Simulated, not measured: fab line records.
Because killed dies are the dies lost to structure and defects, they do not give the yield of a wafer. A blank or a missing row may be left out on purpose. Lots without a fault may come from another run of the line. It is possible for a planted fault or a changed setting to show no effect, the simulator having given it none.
One fault seen from 2 desks    flow gf180mcu    each desk has only its own numbers; what lay behind them comes last

## AT THE TOOL OWNER'S DESK: plasma_asher-04
The tool's own readings at GF_DNWELL_STRIP_08 (strips in O2/N2): means of the sampled wafers that have a number, for each lot that ran on this tool. A lot is out of limits, marked OUT, if its mean lies more than 4 standard deviations from the usual mean; the brackets give that distance.
Columns: A = drypump_motor_current_A at GF_DNWELL_STRIP_08, usual 5.62 A; B = heater_power_w at GF_DNWELL_STRIP_08, usual 321 W; C = oes_product_au at GF_DNWELL_STRIP_08, usual 0.722 a.u.; D = strip_time_to_endpoint_s at GF_DNWELL_STRIP_08, usual 36.95 s
lot   first seen here  A     B    C      D
L217  day 3 09:48      5.41  285  0.723  36.84
L222  day 4 14:17      5.63  282  0.722  37.17
L223  day 4 18:44      5.63  283  0.723  37.02
L226  day 5 10:52      5.63  282  0.723  36.86
L231  day 6 13:48      5.40  282  0.717  37.08
L232  day 6 17:40      5.62  281  0.720  36.76
L233  day 6 23:40      5.38  283  0.723  36.97
This desk's finding: nothing out of limits on any of the 7 lots.

## AT THE METROLOGY DESK
Lot by lot, what the gauges showed, no matter which tool ran the lot: averages of those sampled wafers that carry a number. A lot is out of limits, marked OUT, if its mean lies more than 4 standard deviations from the usual mean; the brackets give that distance.
Columns: A = V5_W_RS at GF_V5_RS_MEAS_24, usual 0.328 ohm/sq
lot   first seen here  A
L215  day 27 17:11     0.332
L216  day 28 04:25     0.330
L217  day 28 06:04     0.328
L218  day 28 12:21     0.320
L219  day 29 00:56     0.326
L220  day 29 04:11     0.329
L222  day 29 17:58     0.329
L223  day 29 21:23     0.327
L225  day 30 13:26     0.329
L226  day 30 20:59     0.327
L231  day 32 05:26     0.327
L232  day 32 08:57     0.328
L233  day 32 15:23     0.332
L237  day 33 10:29     0.321
This desk's finding: nothing out of limits on any of the 14 lots.

## PUT TOGETHER
The desk of the tool owner found nothing out of limits.
The metrology desk saw nothing out of limits.

## WHAT THE SIMULATOR HAD INSERTED
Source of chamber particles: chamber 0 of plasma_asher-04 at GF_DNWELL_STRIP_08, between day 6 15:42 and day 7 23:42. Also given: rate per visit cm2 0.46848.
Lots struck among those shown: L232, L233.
